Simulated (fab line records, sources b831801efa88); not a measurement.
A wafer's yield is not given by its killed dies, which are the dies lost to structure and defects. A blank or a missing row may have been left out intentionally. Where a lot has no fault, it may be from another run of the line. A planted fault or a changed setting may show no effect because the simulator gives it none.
Matching of chambers + flow sky130 + 4 sister chambers for SKY_VIA1_CMP_02 on cmp-02
The step polishes SiO2. 7 wafers are shown with their chamber, then 8 later ones without.

## EACH WAFER AND ITS CHAMBER
| wafer  | chamber | motor_current_A (A) | slurry_filter_dp_kPa (kPa) |
|--------|---------|---------------------|----------------------------|
| L081.5 | 3       | 12.3                | 13.34                      |
| L084.4 | 2       | 11.6                | 13.53                      |
| L084.5 | 1       | 14.2                | 13.55                      |
| L089.2 | 0       | 12.0                | 13.35                      |
| L089.3 | 1       | 12.7                | 13.66                      |
| L089.6 | 0       | 11.9                | 13.52                      |
| L088.1 | 2       | 10.6                | 13.45                      |

## WAFERS WHOSE CHAMBER IS MISSING
| wafer  | motor_current_A (A) | slurry_filter_dp_kPa (kPa) |
|--------|---------------------|----------------------------|
| L088.2 | 13.1                | 13.36                      |
| L088.4 | 12.4                | 13.51                      |
| L091.1 | 13.2                | 13.47                      |
| L091.2 | 11.7                | 13.41                      |
| L091.4 | 12.0                | 13.44                      |
| L097.1 | 12.4                | 13.55                      |
| L097.5 | 11.2                | 13.52                      |
| L097.6 | 11.2                | 13.29                      |

## WHICH CHAMBER EACH WENT THROUGH
| wafer  | from the rows above               | in truth |
|--------|-----------------------------------|----------|
| L088.2 | can't be placed: 3 or 0 or 1 or 2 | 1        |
| L088.4 | can't be placed: 0 or 2 or 1 or 3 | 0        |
| L091.1 | can't be placed: 1 or 0 or 3 or 2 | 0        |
| L091.2 | can't be placed: 0 or 3 or 2      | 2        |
| L091.4 | can't be placed: 0 or 3 or 2      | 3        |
| L097.1 | can't be placed: 0 or 1 or 2 or 3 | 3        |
| L097.5 | can't be placed: 2 or 0           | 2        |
| L097.6 | can't be placed: 3 or 0 or 2      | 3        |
Correct placement for 0 of the 8. These rows do not allow placing 8 (true chamber among the candidates in 8). Wrongly placed: 0.
How it was worked out, from the rows above alone: a wafer's distance from a chamber is the root of the sum, over the readings, of the square of ((its reading less the chamber's mean) divided by the reading's scatter). The wafer belongs to the nearest chamber; if the next one is less than 2 further off, it can't be placed. Each chamber's mean is taken over the wafers shown for it. How the scatter is found: for the shown wafers, subtract from each reading the mean of its chamber, square and add these, divide the total by (wafers less chambers), then take the root.
